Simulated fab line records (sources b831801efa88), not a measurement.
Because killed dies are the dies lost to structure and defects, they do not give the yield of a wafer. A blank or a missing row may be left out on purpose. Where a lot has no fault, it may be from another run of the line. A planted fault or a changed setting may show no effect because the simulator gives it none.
fab line records | flow gf180mcu
record: lots: 11 wafers: 33 last_day: 34
route steps=602 shown SALICIDE@282 CONTACT@292
lots with no fault: from the same line, run without faults
start_h: hours from the record's opening day to when the first of the lot's shown wafers began | wait_h: hours from the lot's prior step to this one | " the same as in the row above | L1.1+2: one row covering several wafers at once | - value missing, or start not given | * or withheld: withheld | < > ~ a bound
route shown NAME@n: NAME is a module with steps in the file, n the number in the route of the first one | usual: the fault-free wafers' mean and standard deviation | same: alike in all rows | chamber/n: place in a boat | sites: the reading at each site | _std_site: the values' standard deviation | _edge_site: outer sites' mean less inner sites' | radius_mm: how far each site lies from the wafer's centre | mask NAME#n: copy n | behind: the tool/chamber that last shaped the wafer | hold: reason for holding the lot/hours on hold/outcome of the hold | device: transistor that didn't switch, given as n, p or np | end of line: tests of these same wafers at the route's end | a step with no rows: only its recipe | killed: at the first sort, the dies lost to defects and structure; wafer yield is something else | map: shows each die of a wafer: x if killed, . if not, _ if none is there
set.NAME: the setting the step ran with; set.NAME@STEP: the setting that earlier step ran with | model.NAME: the simulator's own value behind a step, which no gauge read
route steps across a sampled set of lots; one table per step, one row per wafer
services: a tool's chamber out of use, with start hour (start_h, from the record's first day; less than 0 if before it), hours out, and reason
== steps ==
step: GF_SALICIDE_RS_MEAS_04
recipe: thk_meas_gauge: four-point-probe reads: TiN_of_SALICIDE_SPUTTER_03+Co_of_SALICIDE_SPUTTER_02
usual: SALICIDE_TIN_RS: 16.5/0.31
columns lot.wafer tool chamber start_h wait_h SALICIDE_TIN_RS[ohm/sq]
L632.3 film_metro-02 - 348.29 0.1 16.7
L632.4 " - " " 16.4
L632.5 " - " " 16.2
L634.1 film_metro-01 - 367.82 0.0 16.7
L634.4 " - " " 16.8
L634.6 " - " " 16.3
L635.1 film_metro-02 - 374.98 0.0 16.3
L635.3 " - " " 16.8
L635.5 " - " " 16.4
L636.2 film_metro-01 - 380.21 0.0 16.6
L636.3 " - " " 16.4
L636.4 " - " " 16.4
L638.1 film_metro-04 - 396.89 0.0 16.6
L638.3 " - " " 16.2
L638.4 " - " " 16.1
L643.1 film_metro-04 - 442.69 0.0 16.7
L643.4 " - " " 16.5
L643.5 " - " " 16.7
L644.2 film_metro-01 - 448.41 0.0 15.7
L644.4 " - " " 15.9
L644.6 " - " " 15.8
L647.2 film_metro-04 - 471.74 0.0 16.5
L647.4 " - " " 16.7
L647.6 " - " " 16.5
L651.1 film_metro-02 - 506.63 0.0 16.6
L651.5 " - " " 16.5
L651.6 " - " " 16.2
L653.2 film_metro-04 - 523.57 0.0 16.6
L653.5 " - " " 16.2
L653.6 " - " " 16.6
L654.1 film_metro-02 - 542.28 0.0 16.6
L654.2 " - " " 17.1
L654.3 " - " " 16.5
step: GF_CONTACT_BOW_MEAS_05
recipe: mode: bow
usual: CONTACT_BOW: 64/6.6
columns lot.wafer tool chamber start_h wait_h CONTACT_BOW[um]
L632.3 film_metro-02 - 349.29 0.2 59
L632.4 " - " " 62
L632.5 " - " " 71
L634.1 film_metro-03 - 368.93 0.2 66
L634.4 " - " " 61
L634.6 " - " " 74
L635.1 film_metro-03 - 375.99 0.2 61
L635.3 " - " " 58
L635.5 " - " " 64
L636.2 film_metro-04 - 381.22 0.1 64
L636.3 " - " " 68
L636.4 " - " " 71
L638.1 film_metro-04 - 397.94 0.2 60
L638.3 " - " " 63
L638.4 " - " " 70
L643.1 film_metro-02 - 443.70 0.2 68
L643.4 " - " " 57
L643.5 " - " " 62
L644.2 film_metro-03 - 449.42 0.3 55
L644.4 " - " " 56
L644.6 " - " " 50
L647.2 film_metro-02 - 472.75 0.1 57
L647.4 " - " " 55
L647.6 " - " " 57
L651.1 film_metro-03 - 507.63 0.2 72
L651.5 " - " " 57
L651.6 " - " " 85
L653.2 film_metro-03 - 524.57 0.3 74
L653.5 " - " " 64
L653.6 " - " " 66
L654.1 film_metro-04 - 543.29 0.2 74
L654.2 " - " " 66
L654.3 " - " " 79
step: GF_CONTACT_SPUTTER_23
recipe: material: TiN target_thk_nm: 10 chamber_pressure_pa: 5 power_w: 4000 time_s: 40
usual: throttle_valve_pct: 29.8/1.3
columns lot.wafer tool chamber start_h wait_h throttle_valve_pct
L632.3 pvd_sputter-03 - 371.81 0.0 31.9
L632.4 " - " " 29.8
L632.5 " - " " 30.1
L634.1 pvd_sputter-01 - 390.42 0.0 27.7
L634.4 " - " " 32.0
L634.6 " - " " 28.5
L635.1 pvd_sputter-02 - 397.67 0.0 28.4
L635.3 " - " " 31.0
L635.5 " - " " 30.1
L636.2 pvd_sputter-02 - 403.12 0.0 30.4
L636.3 " - " " 28.2
L636.4 " - " " 28.5
L638.1 pvd_sputter-01 - 422.08 0.0 29.4
L638.3 " - " " 31.7
L638.4 " - " " 29.1
L643.1 pvd_sputter-01 - 468.98 0.0 29.4
L643.4 " - " " 27.7
L643.5 " - " " 28.6
L644.2 pvd_sputter-01 - 474.85 0.0 28.8
L644.4 " - " " 32.1
L644.6 " - " " 28.7
L647.2 pvd_sputter-02 - 497.68 0.0 29.0
L647.4 " - " " 30.2
L647.6 " - " " 30.7
L651.1 pvd_sputter-02 - 531.36 0.0 30.7
L651.5 " - " " 30.8
L651.6 " - " " 28.6
L653.2 pvd_sputter-03 - 548.25 0.0 29.4
L653.5 " - " " 30.1
L653.6 " - " " 30.0
L654.1 pvd_sputter-03 - 565.70 0.0 30.1
L654.2 " - " " 29.9
L654.3 " - " " 31.7
step: GF_CONTACT_CVD_24
recipe: material: W target_thk_nm: 300 time_s: 90.339 temp_c: 400 pressure_torr: 40
usual: chamber_pressure_Torr: 39.99/0.089 heater_power_w: 845/110
columns lot.wafer tool chamber start_h wait_h chamber_pressure_Torr heater_power_w
L632.3 cvd_w-02 0 371.92 0.1 40.03 717
L632.4 " 0 " " 39.96 717
L632.5 " 0 " " 40.02 708
L634.1 cvd_w-02 1 390.46 0.0 39.96 1009
L634.4 " 0 " " 40.05 724
L634.6 " 1 " " 40.02 979
L635.1 cvd_w-02 1 397.71 0.0 40.02 985
L635.3 " 1 " " 39.92 1003
L635.5 " 1 " " 40.01 1001
L636.2 cvd_w-02 0 403.16 0.0 40.02 717
L636.3 " 1 " " 39.96 1012
L636.4 " 0 " " 40.01 694
L638.1 cvd_w-01 0 422.12 0.0 40.15 859
L638.3 " 1 " " 39.92 808
L638.4 " 0 " " 40.21 871
L643.1 cvd_w-01 1 469.02 0.0 40.02 845
L643.4 " 1 " " 40.04 815
L643.5 " 0 " " 39.99 867
L644.2 cvd_w-01 1 474.89 0.0 39.96 814
L644.4 " 1 " " 39.96 827
L644.6 " 0 " " 40.12 859
L647.2 cvd_w-02 0 497.72 0.0 40.20 734
L647.4 " 1 " " 39.87 1025
L647.6 " 0 " " 40.06 727
L651.1 cvd_w-02 0 531.40 0.0 39.99 714
L651.5 " 1 " " 39.93 1025
L651.6 " 0 " " 40.04 711
L653.2 cvd_w-02 1 548.29 0.0 39.93 1014
L653.5 " 0 " " 39.93 700
L653.6 " 1 " " 40.03 1019
L654.1 cvd_w-01 1 565.74 0.0 39.98 827
L654.2 " 0 " " 39.98 864
L654.3 " 1 " " 39.95 834
step: GF_CONTACT_RS_MEAS_25
recipe: thk_meas_gauge: four-point-probe reads: W_of_CONTACT_CVD_24+TiN_of_CONTACT_SPUTTER_23+Ti_of_CONTACT_SPUTTER_22
usual: CONTACT_W_RS: 0.382/0.0044
columns lot.wafer tool chamber start_h wait_h hold CONTACT_W_RS[ohm/sq]
L632.3 film_metro-04 - 372.09 0.1 - 0.381
L632.4 " - " " - 0.380
L632.5 " - " " - 0.381
L634.1 film_metro-02 - 390.56 0.1 - 0.377
L634.4 " - " " - 0.382
L634.6 " - " " - 0.378
L635.1 film_metro-03 - 397.81 0.1 - 0.381
L635.3 " - " " - 0.381
L635.5 " - " " - 0.382
L636.2 film_metro-02 - 403.28 0.1 - 0.390
L636.3 " - " " - 0.382
L636.4 " - " " - 0.386
L638.1 film_metro-03 - 422.22 0.1 - 0.383
L638.3 " - " " - 0.384
L638.4 " - " " - 0.388
L643.1 film_metro-03 - 469.12 0.1 await_dispo/0.2h/release 0.326
L643.4 " - " " await_dispo/0.2h/release 0.323
L643.5 " - " " await_dispo/0.2h/release 0.329
L643.1 film_metro-03 - 469.41 0.3 - 0.326
L643.4 " - " " - 0.322
L643.5 " - " " - 0.328
L644.2 film_metro-02 - 475.01 0.1 await_dispo/0.2h/release 0.327
L644.4 " - " " await_dispo/0.2h/release 0.322
L644.6 " - " " await_dispo/0.2h/release 0.324
L644.2 film_metro-02 - 475.29 0.3 - 0.327
L644.4 " - " " - 0.322
L644.6 " - " " - 0.323
L647.2 film_metro-02 - 497.84 0.1 - 0.388
L647.4 " - " " - 0.377
L647.6 " - " " - 0.382
L651.1 film_metro-02 - 531.50 0.1 - 0.384
L651.5 " - " " - 0.378
L651.6 " - " " - 0.380
L653.2 film_metro-03 - 548.41 0.1 - 0.377
L653.5 " - " " - 0.385
L653.6 " - " " - 0.382
L654.1 film_metro-03 - 565.84 0.1 - 0.381
L654.2 " - " " - 0.389
L654.3 " - " " - 0.382
step: GF_CONTACT_THK_MEAS_26
recipe: thk_meas_gauge: xrf reads: W_of_CONTACT_CVD_24
usual: CONTACT_W_THK: 305/4.3
columns lot.wafer tool chamber start_h wait_h hold CONTACT_W_THK[nm]
L632.3 film_metro-04 - 372.19 0.1 - 306
L632.4 " - " " - 309
L632.5 " - " " - 307
L634.1 film_metro-02 - 390.68 0.1 - 309
L634.4 " - " " - 305
L634.6 " - " " - 309
L635.1 film_metro-03 - 397.93 0.1 - 307
L635.3 " - " " - 308
L635.5 " - " " - 307
L636.2 film_metro-02 - 403.39 0.1 - 298
L636.3 " - " " - 303
L636.4 " - " " - 302
L638.1 film_metro-03 - 422.34 0.1 - 302
L638.3 " - " " - 303
L638.4 " - " " - 299
L643.1 film_metro-03 - 471.90 2.5 await_dispo/0.2h/release 362
L643.4 " - " " await_dispo/0.2h/release 366
L643.5 " - " " await_dispo/0.2h/release 359
L643.1 film_metro-03 - 472.24 0.3 - 363
L643.4 " - " " - 367
L643.5 " - " " - 358
L644.2 film_metro-02 - 479.91 4.6 await_dispo/0.2h/release 353
L644.4 " - " " await_dispo/0.2h/release 359
L644.6 " - " " await_dispo/0.2h/release 358
L644.2 film_metro-02 - 480.15 0.2 - 354
L644.4 " - " " - 360
L644.6 " - " " - 356
L647.2 film_metro-02 - 497.95 0.1 - 298
L647.4 " - " " - 306
L647.6 " - " " - 303
L651.1 film_metro-02 - 531.62 0.1 - 298
L651.5 " - " " - 303
L651.6 " - " " - 303
L653.2 film_metro-03 - 548.52 0.1 - 310
L653.5 " - " " - 303
L653.6 " - " " - 306
L654.1 film_metro-03 - 565.96 0.1 - 307
L654.2 " - " " - 301
L654.3 " - " " - 306
step: GF_CONTACT_CMP_27
recipe: stop_on: SiO2 down_force_psi: 3.5 platen_rpm: 60 t_overpolish_s: 15 target_thk_nm: 0 pad_velocity_m_s: 0.94248
usual: edge_zone_pressure_frac: 1.000/0.0047 head_pressure_psi: 3.500/0.0079 motor_current_A: 11.7/0.93 retaining_ring_pressure_frac: 1.000/0.0056 time_to_endpoint_s: 72.5/2.9
columns lot.wafer tool chamber start_h wait_h hold edge_zone_pressure_frac head_pressure_psi motor_current_A retaining_ring_pressure_frac time_to_endpoint_s
L632.4 cmp-01 2 372.23 0.0 - 0.995 3.520 13.0 0.997 71.7
L632.3 " 0 " " - 1.007 3.503 11.5 0.995 74.2
L632.5 " 2 " " - 0.993 3.504 12.6 0.997 74.0
L634.4 cmp-01 0 390.79 0.1 - 1.005 3.499 11.4 1.004 73.2
L634.1 " 2 " " - 1.008 3.501 12.9 0.996 75.2
L634.6 " 0 " " - 0.999 3.491 11.3 1.007 76.0
L635.3 cmp-01 0 397.99 0.0 - 1.000 3.495 10.9 0.994 71.5
L635.1 " 3 " " - 0.996 3.500 11.8 1.004 77.4
L635.5 " 0 " " - 0.995 3.506 11.2 0.995 71.0
L636.4 cmp-01 3 403.62 0.2 - 1.007 3.511 11.9 0.998 70.5
L636.3 " 0 " " - 1.002 3.498 11.3 0.999 73.3
L636.2 " 1 " " - 0.991 3.497 12.9 0.993 68.0
L638.4 cmp-02 2 422.40 0.0 - 0.995 3.500 11.0 1.003 66.9
L638.1 " 3 " " - 0.997 3.485 11.0 1.008 71.1
L638.3 " 0 " " - 1.002 3.493 11.0 0.990 68.8
L643.4 cmp-01 1 476.62 4.3 await_dispo/4.3h/release 0.994 3.504 11.9 1.001 85.3
L643.1 " 3 " " await_dispo/4.3h/release 0.992 3.507 11.5 0.997 85.2
L643.5 " 1 " " await_dispo/4.3h/release 0.994 3.507 12.9 1.002 84.2
L644.2 cmp-02 2 485.58 5.4 await_dispo/5.2h/release 0.996 3.490 11.1 0.992 85.2
L644.4 " 1 " " await_dispo/5.2h/release 1.003 3.504 10.6 0.995 91.1
L644.6 " 3 " " await_dispo/5.2h/release 0.997 3.505 10.6 1.010 85.4
L647.4 cmp-01 3 498.11 0.1 - 1.001 3.496 11.9 0.992 73.5
L647.2 " 0 " " - 0.999 3.513 11.8 0.997 69.6
L647.6 " 1 " " - 1.005 3.493 12.8 1.008 68.9
L651.1 cmp-02 3 531.83 0.2 - 1.003 3.495 11.0 0.993 75.4
L651.5 " 0 " " - 0.996 3.509 10.9 0.998 71.9
L651.6 " 1 " " - 0.995 3.487 10.5 1.002 73.2
L653.2 cmp-01 2 548.72 0.2 - 0.998 3.510 12.5 1.002 74.1
L653.6 " 3 " " - 0.994 3.490 11.5 0.997 73.8
L653.5 " 0 " " - 1.002 3.493 10.4 1.013 73.4
L654.3 cmp-01 2 566.02 0.0 - 1.008 3.488 12.5 1.003 72.6
L654.1 " 3 " " - 0.996 3.497 11.7 0.993 75.0
L654.2 " 0 " " - 0.995 3.489 10.9 1.005 73.6
== services ==
columns tool chamber start_h hours kind
cmp-02 - 361.68 5.6 pm
cvd_w-02 1 371.11 7.7 repair
pvd_sputter-03 - 372.91 10.0 repair
cvd_w-01 - 378.10 6.9 pm
cvd_w-02 - 380.34 0.5 repair
pvd_sputter-02 0 387.10 - consumable_replace:kit
pvd_sputter-02 0 387.10 18.0 scheduled_down
pvd_sputter-02 0 387.10 18.0 vent_cycle
cvd_w-01 - 390.00 14.0 pm
cvd_w-01 0 390.00 14.0 vent_cycle
cvd_w-01 1 390.00 14.0 vent_cycle
cvd_w-01 0 396.85 1.9 repair
cmp-02 - 404.00 4.0 pm
cmp-02 - 408.86 2.2 repair
cvd_w-01 0 410.47 6.0 repair
cvd_w-02 - 420.57 1.9 repair
cvd_w-01 0 444.06 12.9 repair
cvd_w-01 - 447.22 2.8 pm
pvd_sputter-03 - 455.09 2.2 repair
pvd_sputter-01 - 467.28 1.6 repair
cvd_w-01 1 509.30 14.5 repair
cmp-02 - 532.90 1.5 repair
cvd_w-01 1 533.75 10.2 repair
cmp-02 - 562.72 1.0 repair
== key ==
first_sign: step: GF_CONTACT_RS_MEAS_25 reading: visit direction: added
effect: step: GF_CONTACT_RS_MEAS_25 reading: CONTACT_W_RS direction: down sigmas: 13 usual: 0.382 struck: 0.325
effect: step: GF_CONTACT_THK_MEAS_26 reading: visit direction: added
effect: step: GF_CONTACT_THK_MEAS_26 reading: CONTACT_W_THK direction: up sigmas: 13 usual: 305 struck: 360
effect: step: GF_CONTACT_CMP_27 reading: time_to_endpoint_s direction: up sigmas: 4.7 usual: * struck: *
met_at GF_CONTACT_CVD_24
struck_lots L643,L644
tester_left_out L643,L644
not_acting_at GF_SALICIDE_RS_MEAS_04,GF_CONTACT_BOW_MEAS_05,GF_CONTACT_SPUTTER_23
onset_between 422.12 469.02
fault: kind: process_parameter_drift tool: cvd_w-01 chamber: - onset_h: 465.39 steps: GF_CONTACT_CVD_24 channel: target_thk_nm offset: 50.098 shape: step end_h: 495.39 acts_in: these_recipes_only stated: 300
tester_left_out: of these lots the tester's yield and bins aren't shown, on N5 and GAA mostly nor the transistor test; their killed dies are dies lost to structure and defects alone, not to doping, threshold or leakage, so they don't give the yield
